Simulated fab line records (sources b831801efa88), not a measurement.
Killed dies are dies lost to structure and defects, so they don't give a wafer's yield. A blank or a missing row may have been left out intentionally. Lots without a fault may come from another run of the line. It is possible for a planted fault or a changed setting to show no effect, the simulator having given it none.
One fault through the eyes of 2 desks :: flow sfq line :: each desk holds nothing but its own numbers, with what lay behind them at the end

AT THE METROLOGY DESK
What the gauges read for every lot (on any tool): the sampled wafers with a number, averaged. The brackets show how far a lot's mean lies from the usual mean; more than 4 standard deviations puts the lot out of limits, marked OUT.
Columns: A = I4_BOW at SFQ_I4_BOW_MEAS_927, usual 5 um
lot: L732
first seen here: day 56 21:04
A: 14

lot: L733
first seen here: day 57 05:17
A: 2

lot: L734
first seen here: day 57 10:05
A: 6

lot: L736
first seen here: day 58 10:07
A: 4

lot: L738
first seen here: day 58 19:05
A: -5

lot: L742
first seen here: day 60 07:55
A: 5

lot: L747
first seen here: day 62 00:44
A: 9

lot: L749
first seen here: day 62 11:07
A: 11

lot: L750
first seen here: day 62 15:52
A: 4

lot: L751
first seen here: day 62 20:43
A: -3

lot: L752
first seen here: day 63 01:46
A: 1

lot: L753
first seen here: day 63 08:40
A: -16

lot: L754
first seen here: day 63 19:31
A: 2
Finding of this desk: none of the 13 lots has anything out of limits.

TOOL OWNER'S DESK, cmp-02
The tool's own readings at SFQ_TRILAYER_I1_CMP_CMP_046 (polishes SiO2): means of the sampled wafers that have a number, for each lot that ran on this tool. The brackets show how far a lot's mean lies from the usual mean; more than 4 standard deviations puts the lot out of limits, marked OUT.
Columns: A = head pressure psi at SFQ_TRILAYER_I1_CMP_CMP_046, usual 3.001 psi; B = motor current A at SFQ_TRILAYER_I1_CMP_CMP_046, usual 10.2 A; C = slurry filter dp kPa at SFQ_TRILAYER_I1_CMP_CMP_046, usual 13.50 kPa; D = time to endpoint s at SFQ_TRILAYER_I1_CMP_CMP_046, usual 212 s
lot: L733
first seen here: day 19 04:07
A: 3.006
B: 9.9
C: 13.51
D: 210

lot: L734
first seen here: day 19 07:07
A: 3.001
B: 10.6
C: 13.44
D: 225

lot: L736
first seen here: day 21 07:33
A: 3.002
B: 9.6
C: 13.42
D: 207

lot: L742
first seen here: day 23 07:47
A: 2.992
B: 10.2
C: 13.54
D: 199

lot: L751
first seen here: day 33 03:27
A: 3.003
B: 9.8
C: 13.65
D: 202

lot: L752
first seen here: day 33 12:27
A: 3.006
B: 10.8
C: 13.40
D: 207
Finding of this desk: none of the 6 lots has anything out of limits.

ALL TOGETHER
At the metrology desk, nothing out of limits was observed.
The desk of the tool owner found nothing out of limits.

WHAT THE SIMULATOR PUT IN
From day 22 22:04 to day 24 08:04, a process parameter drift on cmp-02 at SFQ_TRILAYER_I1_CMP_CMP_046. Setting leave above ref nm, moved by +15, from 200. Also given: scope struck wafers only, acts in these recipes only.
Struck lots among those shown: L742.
